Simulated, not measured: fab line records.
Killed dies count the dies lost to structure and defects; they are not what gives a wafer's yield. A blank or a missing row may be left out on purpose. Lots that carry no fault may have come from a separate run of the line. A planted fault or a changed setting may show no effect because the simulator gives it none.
fab line records | flow sky130
[record] lots = 5 wafers = 15 last_day = 49
route steps=708 shown METAL3@564 VIA3@573
lots untouched by any fault: they come from a run of this same line in which no faults occurred
start_h: hours from the record's first day to the start of the lot's first wafer shown | wait_h: hours since the lot's step before | " as in the row above | L1.1+2: several wafers, shown together as one row | - no value, or no start given | * or withheld: withheld | < > ~ a bound
route shown NAME@n: NAME is a module with steps in the file, n the number in the route of the first one | usual: mean/standard deviation taken from wafers without a fault | same: alike in all rows | chamber/n: place in a boat | sites: each site's reading | _std_site: standard deviation of those values | _edge_site: mean of outer sites minus mean of inner sites | radius_mm: for every site, how far away it sits from the centre of the wafer | mask NAME#n: copy n | behind: the most recent tool/chamber to have shaped the wafer | hold: why the lot went on hold/how many hours it stayed there/how the hold came to an end | device: which transistor (n, p or np) failed to switch | end of line: tests run on the same wafers once the route is complete | where a step has no rows: the recipe by itself | killed: the dies lost at the first sort to structure and to defects; this is not the yield of the wafer | map: the dies of a wafer, with x for killed, . for not killed, _ for no die there
set.NAME: setting as actually run; set.NAME@STEP: the setting as run at that earlier step | model.NAME: the simulator's own value behind a step, which no gauge read
certain route steps with their lots: each step a table, each wafer a row
services: a tool's chamber out of use, with start hour (start_h, from the record's first day; less than 0 if before it), hours out, and reason
[[steps]]
[step SKY_METAL3_OVL_MEAS_14]
[usual] METAL3_OVL = 1/5.8
// columns lot.wafer tool chamber start_h wait_h METAL3_OVL[nm]
L076.2 overlay-01 - 923.91 0.1 3
L076.4 " - " " 1
L076.6 " - " " 2
L078.1 overlay-01 - 932.42 0.1 5
L078.5 " - " " 9
L078.6 " - " " 8
L084.1 overlay-01 - 975.18 0.1 7
L084.2 " - " " 7
L084.5 " - " " 11
L092.1 overlay-01 - 1028.67 0.1 10
L092.2 " - " " 0
L092.3 " - " " 6
L093.2 overlay-01 - 1035.57 0.1 5
L093.5 " - " " 10
L093.6 " - " " 8
[step SKY_METAL3_DESCUM_15]
[recipe] chemistry = O2 source_power_w = 150 bias_power_w = 0 pressure_mtorr = 10 temp_c = 40 time_s = 8
[usual] drypump_motor_current_A = 5.9/0.46 oes_product_au = 1.004/0.0078
// columns lot.wafer tool chamber start_h wait_h drypump_motor_current_A oes_product_au rf_hours_counter_h
L076.2 rie_metal-03 0 923.94 0.0 6.5 1.005 13
L076.4 " 1 " " 6.1 1.018 -
L076.6 " 1 " " 6.1 1.010 -
L078.1 rie_metal-04 0 932.45 0.0 5.2 1.002 15
L078.5 " 0 " " 5.2 1.021 -
L078.6 " 1 " " 6.0 1.000 -
L084.1 rie_metal-04 1 975.22 0.0 6.0 0.998 13
L084.2 " 0 " " 5.2 0.999 17
L084.5 " 1 " " 6.0 1.000 -
L092.1 rie_metal-03 0 1028.70 0.0 6.6 1.003 18
L092.2 " 1 " " 6.1 1.001 14
L092.3 " 1 " " 6.1 1.006 -
L093.2 rie_metal-03 1 1035.60 0.0 6.1 0.995 15
L093.5 " 1 " " 6.0 1.006 -
L093.6 " 0 " " 6.5 0.993 -
[step SKY_METAL3_ETCH_16]
[recipe] chemistry = N2/H2 target = BARC ion_energy_ev = 200 bias_w = 100 pressure_mtorr = 30 n2_flow_sccm = 100 h2_flow_sccm = 200 icp_w = 500 stop_on = SiO2 time_s = 88.2 target_depth_a = 600
[usual] drypump_motor_current_A = 6.0/0.45 oes_product_au = 0.626/0.0044 throttle_valve_pct = 13.206/0.0094
// columns lot.wafer tool chamber start_h wait_h drypump_motor_current_A oes_product_au rf_hours_counter_h throttle_valve_pct
L076.2 rie_metal-03 0 923.97 0.0 6.5 0.623 13 13.214
L076.4 " 1 " " 6.0 0.625 - 13.200
L076.6 " 1 " " 6.1 0.624 - 13.198
L078.1 rie_metal-04 0 932.49 0.0 5.2 0.631 15 13.219
L078.5 " 0 " " 5.2 0.621 - 13.203
L078.6 " 1 " " 6.0 0.621 - 13.187
L084.1 rie_metal-04 1 975.25 0.0 6.0 0.619 13 13.204
L084.2 " 0 " " 5.2 0.625 17 13.211
L084.5 " 1 " " 6.0 0.623 - 13.210
L092.1 rie_metal-03 0 1028.74 0.0 6.6 0.623 18 13.211
L092.2 " 1 " " 6.0 0.620 14 13.215
L092.3 " 1 " " 6.0 0.631 - 13.204
L093.2 rie_metal-03 1 1035.64 0.0 6.0 0.620 15 13.186
L093.5 " 1 " " 6.0 0.631 - 13.213
L093.6 " 0 " " 6.5 0.628 - 13.195
[step SKY_METAL3_ETCH_17]
[recipe] target = SiO2 stop_on = TiN chemistry = C4F8/O2/Ar source_w = 1500 bias_w = 1200 pressure_mtorr = 40 c4f8_flow_sccm = withheld O2_flow_sccm = 6 Ar_flow_sccm = 300 time_s = 3.9 target_depth_a = 150
[usual] oes_product_au = 0.756/0.0064
// columns lot.wafer tool chamber start_h wait_h oes_product_au
L076.2 rie_diel-04 2 924.07 0.1 0.752
L076.4 " 3 " " 0.767
L076.6 " 2 " " 0.759
L078.1 rie_diel-04 2 932.58 0.1 0.756
L078.5 " 1 " " 0.767
L078.6 " 2 " " 0.772
L084.1 rie_diel-02 2 975.35 0.1 0.759
L084.2 " 3 " " 0.763
L084.5 " 1 " " 0.758
L092.1 rie_diel-02 1 1028.84 0.1 0.749
L092.2 " 2 " " 0.753
L092.3 " 0 " " 0.740
L093.2 rie_diel-04 3 1035.74 0.1 0.759
L093.5 " 0 " " 0.761
L093.6 " 3 " " 0.766
[step SKY_METAL3_METAL_ETCH_18]
[recipe] target_depth_a = 8450 stop_on = SiO2 over_etch_frac = 0.3 time_s = 183.1 chemistry = Cl2/BCl3 resist_sidewall_deg = 88 pressure_mtorr = 10 icp_w = 900 bias_w = 48.5 Cl2_flow_sccm = 60 bcl3_flow_sccm = 30
[usual] drypump_motor_current_A = 5.8/0.43 oes_product_au = 0.867/0.0058 throttle_valve_pct = 22.265/0.0093
// columns lot.wafer tool chamber start_h wait_h drypump_motor_current_A oes_product_au rf_hours_counter_h throttle_valve_pct
L076.2 rie_metal-04 1 924.09 0.0 6.0 0.863 10 22.297
L076.4 " 0 " " 5.2 0.864 - 22.261
L076.6 " 1 " " 6.0 0.863 - 22.259
L078.1 rie_metal-03 1 932.60 0.0 6.1 0.860 10 22.269
L078.5 " 0 " " 6.5 0.870 - 22.275
L078.6 " 1 " " 6.0 0.864 - 22.272
L084.1 rie_metal-02 0 975.36 0.0 5.7 0.862 7 22.271
L084.2 " 1 " " 5.4 0.863 8 22.267
L084.5 " 0 " " 5.7 0.861 - 22.279
L092.1 rie_metal-02 0 1028.85 0.0 5.6 0.876 9 22.264
L092.2 " 1 " " 5.4 0.867 11 22.243
L092.3 " 0 " " 5.7 0.861 - 22.268
L093.2 rie_metal-04 1 1035.81 0.1 6.1 0.865 - 22.273
L093.5 " 1 " " 6.0 0.873 - 22.261
L093.6 " 1 " " 6.0 0.861 - 22.262
[step SKY_METAL3_STRIP_19]
[recipe] chemistry = O2/N2 power_w = 1400 pressure_mtorr = 1500 platen_temp_c = withheld o2_flow_sccm = 3000 n2_flow_sccm = 300 overash_fraction = 0.5
[usual] drypump_motor_current_A = 5.6/0.69 oes_product_au = 0.501/0.0062 strip_time_to_endpoint_s = 6.51/0.075
// columns lot.wafer tool chamber start_h wait_h drypump_motor_current_A oes_product_au rf_hours_counter_h strip_time_to_endpoint_s
L076.2 plasma_asher-04 0 924.27 0.1 5.2 0.496 49 6.48
L076.4 " 0 " " 5.2 0.499 - 6.40
L076.6 " 0 " " 5.2 0.508 - 6.45
L078.1 plasma_asher-04 0 932.78 0.1 5.1 0.503 50 6.47
L078.5 " 1 " " 6.7 0.491 - 6.44
L078.6 " 0 " " 5.1 0.493 - 6.42
L084.1 plasma_asher-04 0 975.54 0.1 5.1 0.499 55 6.55
L084.2 " 1 " " 6.7 0.503 55 6.50
L084.5 " 0 " " 5.1 0.507 - 6.62
L092.1 plasma_asher-04 0 1029.03 0.1 5.1 0.506 60 6.55
L092.2 " 1 " " 6.7 0.496 60 6.47
L092.3 " 0 " " 5.1 0.499 - 6.59
L093.2 plasma_asher-04 1 1036.11 0.2 6.7 0.505 60 6.61
L093.5 " 0 " " 5.2 0.510 - 6.61
L093.6 " 1 " " 6.7 0.502 - 6.62
[step SKY_METAL3_STRIP_20]
[recipe] chemistry = post_etch_residue_remover time_s = 1200 temp_c = 72.5
// columns lot.wafer tool chamber start_h wait_h
L076.2+4+6 wet_bench-01 1 924.37 0.1
L078.1+5+6 wet_bench-03 2 932.88 0.1
L084.1+2+5 wet_bench-01 3 975.64 0.1
L092.1+2+3 wet_bench-04 1 1029.13 0.1
L093.2+5+6 wet_bench-01 3 1036.21 0.1
[step SKY_METAL3_CLEAN_21]
[recipe] chemistry = IPA time_s = 180 temp_c = 25
// columns lot.wafer tool chamber start_h wait_h
L076.2+4+6 wet_bench-03 3 924.71 0.0
L078.1+5+6 wet_bench-04 2 933.22 0.0
L084.1+2+5 wet_bench-03 0 975.98 0.0
L092.1+2+3 wet_bench-01 0 1029.47 0.0
L093.2+5+6 wet_bench-04 1 1036.58 0.0
[step SKY_METAL3_CLEAN_22]
[recipe] chemistry = O3/DIW dry = n2_spin
// columns lot.wafer tool chamber start_h wait_h
L076.2+4+6 wet_bench-04 0 924.77 0.0
L078.1+5+6 wet_bench-01 0 933.28 0.0
L084.1+2+5 wet_bench-04 1 976.04 0.0
L092.1+2+3 wet_bench-01 2 1029.53 0.0
L093.2+5+6 wet_bench-01 2 1036.64 0.0
[step SKY_VIA3_HDPCVD_00]
[recipe] material = SiO2 target_thk_nm = 1635 sigma_open_frac = 0.3 time_s = 272.5 temp_c = 400 sih4_flow_sccm = 60 pressure_mtorr = 6
// columns lot.wafer tool chamber start_h wait_h
L076.2+4+6 hdpcvd-02 0,0,2 924.86 0.0
L078.1+5+6 hdpcvd-01 2,1,2 933.37 0.0
L084.1+2+5 hdpcvd-02 1,2,2 976.13 0.0
L092.1+2+3 hdpcvd-01 1,2,0 1029.62 0.0
L093.2+5+6 hdpcvd-01 0,2,1 1036.74 0.0
[step SKY_VIA3_THK_MEAS_01]
[recipe] reads = SiO2_of_VIA3_HDPCVD_00
[usual] VIA3_HDPCVD_THK = 1628/13
// columns lot.wafer tool chamber start_h wait_h VIA3_HDPCVD_THK[nm]
L076.2 film_metro-02 - 925.04 0.1 1619
L076.4 " - " " 1647
L076.6 " - " " 1644
L078.1 film_metro-03 - 933.54 0.1 1616
L078.5 " - " " 1615
L078.6 " - " " 1626
L084.1 film_metro-02 - 976.30 0.1 1604
L084.2 " - " " 1629
L084.5 " - " " 1626
L092.1 film_metro-02 - 1029.79 0.1 1631
L092.2 " - " " 1617
L092.3 " - " " 1622
L093.2 film_metro-03 - 1036.92 0.1 1632
L093.5 " - " " 1615
L093.6 " - " " 1632
[step SKY_VIA3_CMP_02]
[recipe] material = SiO2 down_force_psi = 4 platen_rpm = 60 pad_velocity_m_s = 0.94248
[usual] motor_current_A = 11.7/0.93
// columns lot.wafer tool chamber start_h wait_h motor_current_A
L076.4 cmp-01 2 925.14 0.1 13.2
L076.2 " 3 " " 11.2
L076.6 " 1 " " 10.8
L078.1 cmp-02 1 933.60 0.1 11.0
L078.5 " 1 " " 10.3
L078.6 " 2 " " 12.2
L084.2 cmp-01 3 976.41 0.1 11.1
L084.1 " 0 " " 11.9
L084.5 " 3 " " 11.4
L092.1 cmp-01 1 1029.90 0.1 11.2
L092.3 " 2 " " 13.6
L092.2 " 3 " " 11.2
L093.2 cmp-01 2 1037.02 0.1 13.8
L093.5 " 1 " " 11.8
L093.6 " 2 " " 13.0
[step SKY_VIA3_BOW_MEAS_03]
[recipe] mode = bow
[usual] VIA3_BOW = 80/7.8
// columns lot.wafer tool chamber start_h wait_h VIA3_BOW[um]
L076.2 film_metro-03 - 925.41 0.2 83
L076.4 " - " " 87
L076.6 " - " " 80
L078.1 film_metro-02 - 933.90 0.2 87
L078.5 " - " " 76
L078.6 " - " " 88
L084.1 film_metro-01 - 976.66 0.1 91
L084.2 " - " " 92
L084.5 " - " " 103
L092.1 film_metro-02 - 1030.15 0.2 84
L092.2 " - " " 71
L092.3 " - " " 71
L093.2 film_metro-01 - 1037.29 0.2 85
L093.5 " - " " 78
L093.6 " - " " 81
[[services]]
// columns tool chamber start_h hours kind
cmp-02 - 908.88 16.6 pm
plasma_asher-04 - 910.51 2.9 repair
cmp-01 - 916.59 4.0 pm
cmp-01 - 920.59 - consumable_replace:conditioner
cmp-01 - 920.59 - consumable_replace:pad
rie_metal-02 - 924.23 14.6 pm
plasma_asher-04 - 945.42 1.1 repair
hdpcvd-02 - 950.25 15.0 pm
hdpcvd-02 0 950.25 15.0 vent_cycle
hdpcvd-02 1 950.25 15.0 vent_cycle
hdpcvd-02 2 950.25 15.0 vent_cycle
cmp-02 - 961.60 0.9 repair
hdpcvd-02 - 965.25 6.0 pm
hdpcvd-02 0 965.25 - clean
hdpcvd-02 1 965.25 - clean
cmp-01 - 967.18 5.5 pm
wet_bench-03 - 967.77 1.7 repair
hdpcvd-01 0 985.76 2.6 repair
rie_diel-02 3 1001.10 8.3 repair
rie_metal-02 - 1007.86 2.8 pm
wet_bench-01 - 1022.61 1.9 pm
cmp-01 - 1027.49 0.2 repair
rie_metal-04 0 1028.94 25.6 repair
cmp-02 - 1032.57 5.8 pm
[[key]]
fault none
